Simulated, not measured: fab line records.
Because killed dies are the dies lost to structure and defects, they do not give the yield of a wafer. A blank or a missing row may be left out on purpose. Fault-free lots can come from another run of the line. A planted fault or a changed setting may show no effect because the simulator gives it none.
Chamber matching / flow sky130 / SKY_VIA2_ETCH_14 on rieDiel-02 has 4 sister chambers
The step etches BARC in N2/H2, stops on SiO2, time 45.9 s, target depth 60 nm. 4 wafers are shown with their chamber, then 11 later ones without.

## WAFERS PAIRED WITH THEIR CHAMBERS
wafer=L082.3; chamber=3; drypumpMotorCurrentA (A)=6.0
wafer=L085.6; chamber=0; drypumpMotorCurrentA (A)=5.0
wafer=L087.2; chamber=1; drypumpMotorCurrentA (A)=6.0
wafer=L088.3; chamber=2; drypumpMotorCurrentA (A)=5.2

## WAFERS WITHOUT THEIR CHAMBER
wafer=L088.4; drypumpMotorCurrentA (A)=5.0
wafer=L088.6; drypumpMotorCurrentA (A)=5.2
wafer=L090.2; drypumpMotorCurrentA (A)=6.0
wafer=L090.3; drypumpMotorCurrentA (A)=5.2
wafer=L090.4; drypumpMotorCurrentA (A)=5.0
wafer=L096.1; drypumpMotorCurrentA (A)=5.2
wafer=L096.2; drypumpMotorCurrentA (A)=6.0
wafer=L096.5; drypumpMotorCurrentA (A)=6.1
wafer=L097.1; drypumpMotorCurrentA (A)=6.0
wafer=L097.2; drypumpMotorCurrentA (A)=5.0
wafer=L097.4; drypumpMotorCurrentA (A)=6.0

## WHICH CHAMBER EACH ONE RAN IN
wafer=L088.4; from the rows above=0; in truth=0
wafer=L088.6; from the rows above=2; in truth=2
wafer=L090.2; from the rows above=can't be placed: 1 or 3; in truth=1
wafer=L090.3; from the rows above=2; in truth=2
wafer=L090.4; from the rows above=0; in truth=0
wafer=L096.1; from the rows above=2; in truth=2
wafer=L096.2; from the rows above=can't be placed: 1 or 3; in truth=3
wafer=L096.5; from the rows above=can't be placed: 1 or 3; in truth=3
wafer=L097.1; from the rows above=can't be placed: 1 or 3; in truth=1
wafer=L097.2; from the rows above=0; in truth=0
wafer=L097.4; from the rows above=can't be placed: 1 or 3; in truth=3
Correctly placed: 6 of 11. Can't be placed from these rows: 5 (the true chamber is among the candidates in 5). 0 placed wrongly.
How it was worked out, from the rows above alone: a wafer's distance from a chamber is the root of the sum, over the readings, of the square of ((its reading less the chamber's mean) divided by the reading's scatter). If the next closest chamber is less than 2 further off than the closest, the wafer can't be placed; otherwise it belongs to the closest. For every chamber, the mean is computed from those of its wafers that are shown. The scatter: root of mean squared gap, hidden wafer to nearest shown wafer, with one shown wafer a chamber.
